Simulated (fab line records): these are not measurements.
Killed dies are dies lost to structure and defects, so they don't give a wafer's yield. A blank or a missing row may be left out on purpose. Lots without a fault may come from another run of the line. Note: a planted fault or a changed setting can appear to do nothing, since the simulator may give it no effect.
A struck lot beside a sound one ; flow sky130 ; 19 out of 708 route steps
Sound: the wafers L559.1, L559.4, L559.6. Struck: wafers L550.2, L550.6. The cause is named last.
Per side, at each step with rows, come the tool, then ch with its chambers, and then its first start. Under that, the readings that differ: sound wafers ; struck wafers ; difference of the means ; sigmas: that difference in standard deviations of wafers without a fault.
alike: readings whose means differ by less than 2 such deviations, and words and numbers that are the same on both sides. not compared: withheld readings, readings that some wafer has no value for, bounds like >300 that may hide the same value, and numbers for which the record gives no deviation and whose values overlap.
The two part at a step that has a row with sigmas, a row that says differs or no value, or rows on one side only. Numbers that have no deviation but don't overlap get no sigmas and don't part them. A reading missing from all wafers of one side parts the sides only when that side holds two or more wafers.

SKY_SONOS_TUNNEL_TW_MEAS_12:
  sound: film-metro-02 at day 16 11:02; struck: film-metro-02 at day 13 07:54
  alike: SONOS_TUNNEL_TW
then, 2 steps without rows for these wafers: SKY_SONOS_TUNNEL_CLEAN_13 (cleans in dHF, time 20 s); SKY_SONOS_ONO_OXIDATION_00 (stabilise 600 s, purge 300 s, target thk 2.6 nm).
SKY_SONOS_ONO_THK_MEAS_01:
  sound: film-metro-03 at day 16 12:59; struck: film-metro-04 at day 13 10:00
  alike: SONOS_ONO_OXIDATION_THK
then, 1 step without rows for these wafers: SKY_SONOS_ONO_CVD_02 (deposits Si3N4 from DCS/NH3, target thk 10.5 nm, time 180 s).
SKY_SONOS_ONO_THK_MEAS_03:
  sound: film-metro-01 at day 16 14:32; struck: film-metro-01 at day 14 07:43
reading;sound;struck;difference;sigmas
SONOS_ONO_CVD_02_THK (nm);10.13 10.28 10.14;10.49 10.57;+0.35;+2
then, 1 step without rows for these wafers: SKY_SONOS_ONO_CVD_04 (deposits SiO2 from SiH4/N2O, target thk 5.7199 nm).
SKY_SONOS_ONO_THK_MEAS_05:
  sound: film-metro-03 at day 16 15:50; struck: film-metro-04 at day 14 09:01
  alike: SONOS_ONO_CVD_04_THK
then, 4 steps without rows for these wafers: SKY_SONOS_ONO_DEHYDRATE_06 (time 60 s); SKY_SONOS_ONO_HMDS_07 (prime time 60 s); SKY_SONOS_ONO_COAT_08 (resist thk 1140 nm); SKY_SONOS_ONO_SOFTBAKE_09 (time 60 s).
SKY_SONOS_ONO_EXPOSE_10: exposes mask ONOM, target cd 410 nm.
  sound on iline-stepper-02 ch 0, day 17 06:36; struck on iline-stepper-01 ch 0, day 14 22:08
  alike: mask
then, 2 steps without rows for these wafers: SKY_SONOS_ONO_PEB_11; SKY_SONOS_ONO_DEVELOP_12 (develop time 60 s).
SKY_SONOS_ONO_CD_MEAS_13: target cd 410 nm.
  sound: cd-sem-01 at day 17 21:01; struck: cd-sem-02 at day 15 12:14
reading;sound;struck;difference;sigmas
cd-nm (nm);409.4 410.3 410.4;320.0 318.2;-90.9;-41
SKY_SONOS_ONO_OVL_MEAS_14:
  sound: overlay-01 at day 17 21:08; struck: overlay-01 at day 15 12:20
  alike: SONOS_ONO_OVL
SKY_SONOS_ONO_ETCH_15: etches the open film in CHF3/O2, target depth 19.52 nm, time 7.8 s.
  sound on rie-diel-02 ch 0,1,3, day 17 21:11; struck on rie-diel-02 ch 1,3, day 15 12:22
reading;sound;struck;difference;sigmas
model.SONOS_ONO.cd-nm (nm);409.3 410.2 410.3;320.1 318.1;-90.8;
  alike: drypump-motor-current-A, oes-product-au, throttle-valve-pct
  not compared: rf-hours-counter-h
then, 1 step without rows for these wafers: SKY_SONOS_ONO_WET_ETCH_16 (etches SiO2 in dHF, target depth 14 nm, time 280 s).

WHERE THEY PART
At SKY_SONOS_ONO_THK_MEAS_03 first; at SKY_SONOS_ONO_CD_MEAS_13 last (within this record only). Later steps at which nothing parts them and some readings are alike: SKY_SONOS_ONO_OVL_MEAS_14, SKY_SONOS_ONO_ETCH_15.

WHY: the cause the simulator had injected
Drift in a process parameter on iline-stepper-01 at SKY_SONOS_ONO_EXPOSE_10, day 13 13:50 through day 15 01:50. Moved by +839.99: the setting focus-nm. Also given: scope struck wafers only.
